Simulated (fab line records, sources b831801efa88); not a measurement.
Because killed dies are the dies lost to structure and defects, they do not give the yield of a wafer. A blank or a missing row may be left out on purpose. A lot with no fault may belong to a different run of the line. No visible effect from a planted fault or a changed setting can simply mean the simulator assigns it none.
fab line records ; flow gf180mcu
record: lots: 12; wafers: 36; last-day: 34
route steps=602 shown POLY_GATE@175 HV_LDD@185
lots with no fault: from the same line, run without faults
start-h: hours from the record's first day to the start of the lot's first wafer shown ; wait-h: hours since the lot's step before ; " as in the row above ; L1.1+2: several wafers, shown together as one row ; - no value, or no start was given ; * or withheld: withheld ; < > ~ a bound
route shown NAME@n: a module of which the file shows steps, and the number in the route of the first ; usual: mean and standard deviation over wafers with no fault ; same: alike in all rows ; chamber/n: place in a boat ; sites: readings site by site ; _std_site: standard deviation of those values ; _edge_site: mean of outer sites minus mean of inner sites ; radius-mm: how far each site lies from the wafer's centre ; mask NAME#n: copy n ; behind: the most recent tool/chamber to have shaped the wafer ; hold: reason for holding the lot/hours on hold/outcome of the hold ; device: names the non-switching transistor (n, p or np) ; end of line: tests run on the same wafers once the route is complete ; a step given without rows: its recipe and nothing more ; killed: at the first sort, the dies lost to defects and structure; wafer yield is something else ; map: a wafer's dies, marking killed ones x, the rest . and places with no die _
set.NAME: the setting as run; set.NAME@STEP: as run at that earlier step ; model.NAME: the simulator's own value behind a step, which no gauge read
route steps across a sampled set of lots; one table per step, one row per wafer
services: the hour from which a tool's chamber was out of use, counted from the record's first day as start-h (under 0 if before that day), plus the number of hours and why
== steps ==
step: GF_POLY_GATE_CD_MEAS_18
usual: cd-nm: 280.0/1.6
lot.wafer;tool;chamber;start-h;wait-h;cd-nm
L487.1;cd-sem-01;-;195.10;0.1;280.0
L487.3;cd-sem-01;-;195.10;0.1;279.0
L487.5;cd-sem-01;-;195.10;0.1;277.7
L488.2;cd-sem-02;-;202.96;0.1;279.3
L488.3;cd-sem-02;-;202.96;0.1;278.4
L488.5;cd-sem-02;-;202.96;0.1;282.2
L495.3;cd-sem-02;-;265.54;0.1;279.3
L495.5;cd-sem-02;-;265.54;0.1;279.1
L495.6;cd-sem-02;-;265.54;0.1;280.4
L496.1;cd-sem-02;-;273.89;0.1;278.6
L496.3;cd-sem-02;-;273.89;0.1;281.3
L496.6;cd-sem-02;-;273.89;0.1;280.7
L497.4;cd-sem-02;-;276.12;0.1;278.5
L497.5;cd-sem-02;-;276.12;0.1;277.4
L497.6;cd-sem-02;-;276.12;0.1;279.2
L500.3;cd-sem-01;-;298.47;0.1;280.4
L500.4;cd-sem-01;-;298.47;0.1;281.1
L500.6;cd-sem-01;-;298.47;0.1;282.0
L505.3;cd-sem-01;-;327.43;0.1;278.0
L505.5;cd-sem-01;-;327.43;0.1;278.5
L505.6;cd-sem-01;-;327.43;0.1;280.1
L506.1;cd-sem-01;-;344.29;0.1;278.9
L506.2;cd-sem-01;-;344.29;0.1;280.0
L506.4;cd-sem-01;-;344.29;0.1;279.1
L507.2;cd-sem-01;-;345.57;0.1;280.5
L507.4;cd-sem-01;-;345.57;0.1;278.8
L507.6;cd-sem-01;-;345.57;0.1;277.5
L508.3;cd-sem-01;-;348.57;0.1;281.0
L508.4;cd-sem-01;-;348.57;0.1;281.0
L508.5;cd-sem-01;-;348.57;0.1;281.7
L509.4;cd-sem-02;-;354.88;0.1;280.7
L509.5;cd-sem-02;-;354.88;0.1;282.1
L509.6;cd-sem-02;-;354.88;0.1;281.9
L510.2;cd-sem-01;-;363.52;0.1;283.5
L510.3;cd-sem-01;-;363.52;0.1;283.1
L510.5;cd-sem-01;-;363.52;0.1;280.7
step: GF_HV_LDD_IMPLANT_09
recipe: species: As; energy-kev: 40; dose-cm2: 1e+14; tilt-deg: 7
usual: tilt-deg: 7.000/0.021
lot.wafer;tool;chamber;start-h;wait-h;tilt-deg
L487.1;implanter-02;0;212.38;0.0;7.022
L487.3;implanter-02;0;212.38;0.0;7.019
L487.5;implanter-02;0;212.38;0.0;7.029
L488.2;implanter-02;0;220.61;0.0;7.007
L488.3;implanter-02;0;220.61;0.0;6.970
L488.5;implanter-02;0;220.61;0.0;6.991
L495.3;implanter-02;0;285.46;0.1;0.008
L495.5;implanter-02;0;285.46;0.1;-0.017
L495.6;implanter-02;0;285.46;0.1;0.026
L496.1;implanter-03;0;294.06;0.0;6.995
L496.3;implanter-03;0;294.06;0.0;6.997
L496.6;implanter-03;0;294.06;0.0;7.016
L497.4;implanter-02;0;295.85;0.1;0.018
L497.5;implanter-02;0;295.85;0.1;0.000
L497.6;implanter-02;0;295.85;0.1;-0.002
L500.3;implanter-03;0;318.48;0.1;6.994
L500.4;implanter-03;0;318.48;0.1;6.976
L500.6;implanter-03;0;318.48;0.1;6.953
L505.3;implanter-04;0;348.33;0.1;6.977
L505.5;implanter-04;0;348.33;0.1;7.011
L505.6;implanter-04;0;348.33;0.1;6.974
L506.1;implanter-02;0;366.66;0.0;7.018
L506.2;implanter-02;0;366.66;0.0;6.990
L506.4;implanter-02;0;366.66;0.0;6.983
L507.2;implanter-03;0;367.91;0.0;6.992
L507.4;implanter-03;0;367.91;0.0;6.955
L507.6;implanter-03;0;367.91;0.0;7.008
L508.3;implanter-02;0;370.77;0.1;7.028
L508.4;implanter-02;0;370.77;0.1;7.001
L508.5;implanter-02;0;370.77;0.1;6.982
L509.4;implanter-03;0;378.01;0.1;6.994
L509.5;implanter-03;0;378.01;0.1;7.009
L509.6;implanter-03;0;378.01;0.1;7.014
L510.2;implanter-02;0;386.30;0.0;7.012
L510.3;implanter-02;0;386.30;0.0;7.015
L510.5;implanter-02;0;386.30;0.0;7.057
step: GF_HV_LDD_TW_MEAS_11
usual: HV_LDD_TW: 2411/14
lot.wafer;tool;chamber;start-h;wait-h;hold;HV_LDD_TW
L487.1;film-metro-04;-;212.63;0.1;-;2431
L487.3;film-metro-04;-;212.63;0.1;-;2427
L487.5;film-metro-04;-;212.63;0.1;-;2435
L488.2;film-metro-01;-;220.84;0.1;-;2380
L488.3;film-metro-01;-;220.84;0.1;-;2390
L488.5;film-metro-01;-;220.84;0.1;-;2379
L495.3;film-metro-02;-;285.78;0.1;await-dispo/0.2h/release;2193
L495.5;film-metro-02;-;285.78;0.1;await-dispo/0.2h/release;2172
L495.6;film-metro-02;-;285.78;0.1;await-dispo/0.2h/release;2186
L495.3;film-metro-02;-;286.00;0.2;-;2189
L495.5;film-metro-02;-;286.00;0.2;-;2177
L495.6;film-metro-02;-;286.00;0.2;-;2198
L496.1;film-metro-02;-;294.31;0.1;-;2411
L496.3;film-metro-02;-;294.31;0.1;-;2398
L496.6;film-metro-02;-;294.31;0.1;-;2432
L497.4;film-metro-04;-;296.05;0.1;await-dispo/0.2h/release;2186
L497.5;film-metro-04;-;296.05;0.1;await-dispo/0.2h/release;2180
L497.6;film-metro-04;-;296.05;0.1;await-dispo/0.2h/release;2191
L497.4;film-metro-04;-;296.28;0.2;-;2179
L497.5;film-metro-04;-;296.28;0.2;-;2188
L497.6;film-metro-04;-;296.28;0.2;-;2185
L500.3;film-metro-01;-;318.70;0.1;-;2406
L500.4;film-metro-01;-;318.70;0.1;-;2404
L500.6;film-metro-01;-;318.70;0.1;-;2409
L505.3;film-metro-01;-;348.55;0.1;-;2409
L505.5;film-metro-01;-;348.55;0.1;-;2407
L505.6;film-metro-01;-;348.55;0.1;-;2390
L506.1;film-metro-04;-;366.91;0.1;-;2407
L506.2;film-metro-04;-;366.91;0.1;-;2416
L506.4;film-metro-04;-;366.91;0.1;-;2409
L507.2;film-metro-02;-;368.14;0.1;-;2418
L507.4;film-metro-02;-;368.14;0.1;-;2421
L507.6;film-metro-02;-;368.14;0.1;-;2422
L508.3;film-metro-04;-;370.99;0.1;-;2404
L508.4;film-metro-04;-;370.99;0.1;-;2425
L508.5;film-metro-04;-;370.99;0.1;-;2417
L509.4;film-metro-04;-;378.21;0.1;-;2427
L509.5;film-metro-04;-;378.21;0.1;-;2415
L509.6;film-metro-04;-;378.21;0.1;-;2412
L510.2;film-metro-02;-;386.53;0.1;-;2412
L510.3;film-metro-02;-;386.53;0.1;-;2420
L510.5;film-metro-02;-;386.53;0.1;-;2421
step: GF_HV_LDD_STRIP_37
recipe: chemistry: O2/N2; power-w: 1400; pressure-mtorr: 1500; platen-temp-c: 250; o2-flow-sccm: 3000; n2-flow-sccm: 300; overash-fraction: 0.5
usual: drypump-motor-current-A: 5.9/0.49; heater-power-w: 342/32; oes-product-au: 0.717/0.0047; strip-time-to-endpoint-s: 12.64/0.035
lot.wafer;tool;chamber;start-h;wait-h;drypump-motor-current-A;heater-power-w;oes-product-au;rf-hours-counter-h;strip-time-to-endpoint-s
L487.1;plasma-asher-03;1;249.72;0.1;6.2;351;0.722;48;12.60
L487.3;plasma-asher-03;1;249.72;0.1;6.2;357;0.717;-;12.59
L487.5;plasma-asher-03;1;249.72;0.1;6.2;352;0.719;-;12.64
L488.2;plasma-asher-04;1;258.17;0.1;4.8;291;0.716;63;12.62
L488.3;plasma-asher-04;0;258.17;0.1;5.7;307;0.719;-;12.54
L488.5;plasma-asher-04;1;258.17;0.1;4.8;291;0.723;-;12.58
L495.3;plasma-asher-01;0;327.56;0.1;6.4;378;0.715;-;12.67
L495.5;plasma-asher-01;1;327.56;0.1;5.7;365;0.714;-;12.63
L495.6;plasma-asher-01;0;327.56;0.1;6.4;380;0.717;-;12.68
L496.1;plasma-asher-03;0;335.72;0.1;6.2;318;0.710;58;12.64
L496.3;plasma-asher-03;0;335.72;0.1;6.2;313;0.717;-;12.66
L496.6;plasma-asher-03;1;335.72;0.1;6.2;341;0.716;-;12.64
L497.4;plasma-asher-03;0;338.66;0.1;6.2;317;0.722;-;12.70
L497.5;plasma-asher-03;1;338.66;0.1;6.2;345;0.719;-;12.63
L497.6;plasma-asher-03;0;338.66;0.1;6.1;319;0.722;-;12.65
L500.3;plasma-asher-04;0;362.59;0.1;5.7;308;0.706;-;12.66
L500.4;plasma-asher-04;1;362.59;0.1;4.8;288;0.717;-;12.64
L500.6;plasma-asher-04;0;362.59;0.1;5.7;317;0.709;-;12.69
L505.3;plasma-asher-01;1;394.53;0.1;5.6;372;0.722;-;12.60
L505.5;plasma-asher-01;1;394.53;0.1;5.6;374;0.723;-;12.60
L505.6;plasma-asher-01;0;394.53;0.1;6.5;384;0.717;-;12.62
L506.1;plasma-asher-03;1;414.35;0.1;6.2;350;0.720;64;12.67
L506.2;plasma-asher-03;0;414.35;0.1;6.3;315;0.711;64;12.66
L506.4;plasma-asher-03;0;414.35;0.1;6.2;317;0.721;-;12.68
L507.2;plasma-asher-01;1;416.13;0.1;5.7;369;0.711;73;12.67
L507.4;plasma-asher-01;1;416.13;0.1;5.7;369;0.726;-;12.65
L507.6;plasma-asher-01;1;416.13;0.1;5.7;381;0.708;-;12.68
L508.3;plasma-asher-03;1;417.96;0.1;6.2;357;0.720;-;12.66
L508.4;plasma-asher-03;0;417.96;0.1;6.2;318;0.719;-;12.63
L508.5;plasma-asher-03;1;417.96;0.1;6.2;341;0.717;-;12.63
L509.4;plasma-asher-03;0;426.36;0.1;6.2;317;0.716;-;12.66
L509.5;plasma-asher-03;1;426.36;0.1;6.2;356;0.721;-;12.66
L509.6;plasma-asher-03;0;426.36;0.1;6.2;313;0.720;-;12.59
L510.2;plasma-asher-03;1;434.30;0.1;6.2;345;0.715;66;12.63
L510.3;plasma-asher-03;0;434.30;0.1;6.1;316;0.715;-;12.64
L510.5;plasma-asher-03;0;434.30;0.1;6.2;320;0.722;-;12.64
step: GF_HV_LDD_OVL_MEAS_47
usual: HV_LDD_03_OVL: 0.1/1.3
lot.wafer;tool;chamber;start-h;wait-h;HV_LDD_03_OVL[nm]
L487.1;overlay-01;-;269.04;0.1;0.0
L487.3;overlay-01;-;269.04;0.1;0.2
L487.5;overlay-01;-;269.04;0.1;0.6
L488.2;overlay-01;-;276.64;0.1;-1.0
L488.3;overlay-01;-;276.64;0.1;-0.7
L488.5;overlay-01;-;276.64;0.1;2.0
L495.3;overlay-01;-;348.68;0.1;0.7
L495.5;overlay-01;-;348.68;0.1;-1.3
L495.6;overlay-01;-;348.68;0.1;2.0
L496.1;overlay-02;-;356.87;0.1;0.0
L496.3;overlay-02;-;356.87;0.1;1.3
L496.6;overlay-02;-;356.87;0.1;1.5
L497.4;overlay-02;-;359.99;0.1;-1.3
L497.5;overlay-02;-;359.99;0.1;-0.2
L497.6;overlay-02;-;359.99;0.1;-1.7
L500.3;overlay-01;-;385.60;0.1;0.8
L500.4;overlay-01;-;385.60;0.1;0.8
L500.6;overlay-01;-;385.60;0.1;-0.1
L505.3;overlay-02;-;417.45;0.1;-2.6
L505.5;overlay-02;-;417.45;0.1;-2.0
L505.6;overlay-02;-;417.45;0.1;-1.9
L506.1;overlay-02;-;437.94;0.1;-0.7
L506.2;overlay-02;-;437.94;0.1;-0.3
L506.4;overlay-02;-;437.94;0.1;1.1
L507.2;overlay-01;-;440.22;0.1;-1.2
L507.4;overlay-01;-;440.22;0.1;-0.9
L507.6;overlay-01;-;440.22;0.1;-1.3
L508.3;overlay-01;-;441.73;0.1;1.9
L508.4;overlay-01;-;441.73;0.1;1.9
L508.5;overlay-01;-;441.73;0.1;1.5
L509.4;overlay-02;-;451.00;0.1;-1.8
L509.5;overlay-02;-;451.00;0.1;-0.6
L509.6;overlay-02;-;451.00;0.1;-0.2
L510.2;overlay-01;-;458.75;0.1;0.0
L510.3;overlay-01;-;458.75;0.1;-1.0
L510.5;overlay-01;-;458.75;0.1;-0.5
step: GF_HV_LDD_RS_MEAS_53
recipe: thk-meas-gauge: four-point-probe
usual: HV_LDD_RS: 418.5/0.99
lot.wafer;tool;chamber;start-h;wait-h;hold;HV_LDD_RS[ohm/sq]
L487.1;film-metro-01;-;269.50;0.1;-;418.3
L487.3;film-metro-01;-;269.50;0.1;-;418.3
L487.5;film-metro-01;-;269.50;0.1;-;417.6
L488.2;film-metro-04;-;277.12;0.1;-;419.4
L488.3;film-metro-04;-;277.12;0.1;-;418.2
L488.5;film-metro-04;-;277.12;0.1;-;417.7
L495.3;film-metro-01;-;349.17;0.1;await-dispo/0.2h/release;395.6
L495.5;film-metro-01;-;349.17;0.1;await-dispo/0.2h/release;395.0
L495.6;film-metro-01;-;349.17;0.1;await-dispo/0.2h/release;394.4
L495.3;film-metro-01;-;349.46;0.3;-;394.7
L495.5;film-metro-01;-;349.46;0.3;-;395.5
L495.6;film-metro-01;-;349.46;0.3;-;395.6
L496.1;film-metro-04;-;357.33;0.1;-;419.9
L496.3;film-metro-04;-;357.33;0.1;-;420.5
L496.6;film-metro-04;-;357.33;0.1;-;420.0
L497.4;film-metro-04;-;360.49;0.1;await-dispo/0.2h/release;395.8
L497.5;film-metro-04;-;360.49;0.1;await-dispo/0.2h/release;395.6
L497.6;film-metro-04;-;360.49;0.1;await-dispo/0.2h/release;395.4
L497.4;film-metro-04;-;360.90;0.4;-;396.5
L497.5;film-metro-04;-;360.90;0.4;-;395.3
L497.6;film-metro-04;-;360.90;0.4;-;395.2
L500.3;film-metro-02;-;386.16;0.1;-;418.6
L500.4;film-metro-02;-;386.16;0.1;-;419.4
L500.6;film-metro-02;-;386.16;0.1;-;418.6
L505.3;film-metro-01;-;417.99;0.1;-;417.3
L505.5;film-metro-01;-;417.99;0.1;-;418.2
L505.6;film-metro-01;-;417.99;0.1;-;418.6
L506.1;film-metro-04;-;438.41;0.1;-;418.6
L506.2;film-metro-04;-;438.41;0.1;-;417.2
L506.4;film-metro-04;-;438.41;0.1;-;417.2
L507.2;film-metro-01;-;440.80;0.2;-;417.7
L507.4;film-metro-01;-;440.80;0.2;-;415.7
L507.6;film-metro-01;-;440.80;0.2;-;416.6
L508.3;film-metro-04;-;442.22;0.1;-;418.5
L508.4;film-metro-04;-;442.22;0.1;-;418.5
L508.5;film-metro-04;-;442.22;0.1;-;418.2
L509.4;film-metro-04;-;451.51;0.1;-;417.2
L509.5;film-metro-04;-;451.51;0.1;-;418.7
L509.6;film-metro-04;-;451.51;0.1;-;418.3
L510.2;film-metro-01;-;459.23;0.1;-;417.4
L510.3;film-metro-01;-;459.23;0.1;-;418.3
L510.5;film-metro-01;-;459.23;0.1;-;417.6
== services ==
tool;chamber;start-h;hours;kind
implanter-02;-;205.41;5.0;repair
plasma-asher-04;-;211.53;2.8;repair
implanter-04;-;227.43;3.6;pm
plasma-asher-04;-;228.34;2.5;repair
plasma-asher-04;-;261.77;2.8;pm
implanter-04;-;278.01;2.2;repair
implanter-04;-;321.74;1.2;repair
implanter-03;-;321.74;21.2;pm
implanter-03;-;342.96;7.6;pm
implanter-03;-;350.55;3.6;pm
implanter-02;-;362.98;2.7;repair
implanter-03;-;365.55;2.3;repair
implanter-04;-;370.98;3.0;pm
plasma-asher-03;-;374.65;22.8;repair
plasma-asher-03;-;391.33;1.6;repair
implanter-02;-;395.38;6.4;repair
implanter-02;-;421.11;5.0;pm
plasma-asher-01;-;421.25;9.0;pm
plasma-asher-01;0;421.25;9.0;vent-cycle
plasma-asher-01;1;421.25;9.0;vent-cycle
plasma-asher-01;0;430.25;-;clean
plasma-asher-01;1;430.25;-;clean
== key ==
first-sign: step: GF_HV_LDD_IMPLANT_09; reading: tilt-deg; direction: down; sigmas: 99+; usual: 7.000; struck: 0.005
effect: step: GF_HV_LDD_TW_MEAS_11; reading: visit; direction: added
effect: step: GF_HV_LDD_TW_MEAS_11; reading: HV_LDD_TW; direction: down; sigmas: 16; usual: 2411; struck: 2185
effect: step: GF_HV_LDD_RS_MEAS_53; reading: HV_LDD_RS; direction: down; sigmas: 23; usual: 418.5; struck: 395.3
met-at GF_HV_LDD_IMPLANT_09
struck-lots L495,L497
tester-left-out L495,L497
not-acting-at GF_POLY_GATE_CD_MEAS_18,GF_HV_LDD_STRIP_37,GF_HV_LDD_OVL_MEAS_47
onset-between 220.61 285.46
fault: kind: process-parameter-drift; tool: implanter-02; chamber: -; onset-h: 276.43; steps: GF_HV_LDD_IMPLANT_09; channel: tilt-deg; offset: -7; shape: step; end-h: 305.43; acts-in: these-recipes-only; stated: 7
tester-left-out: of these lots the tester's yield and bins aren't shown, on N5 and GAA mostly nor the transistor test; their killed dies are dies lost to structure and defects alone, not to doping, threshold or leakage, so they don't give the yield
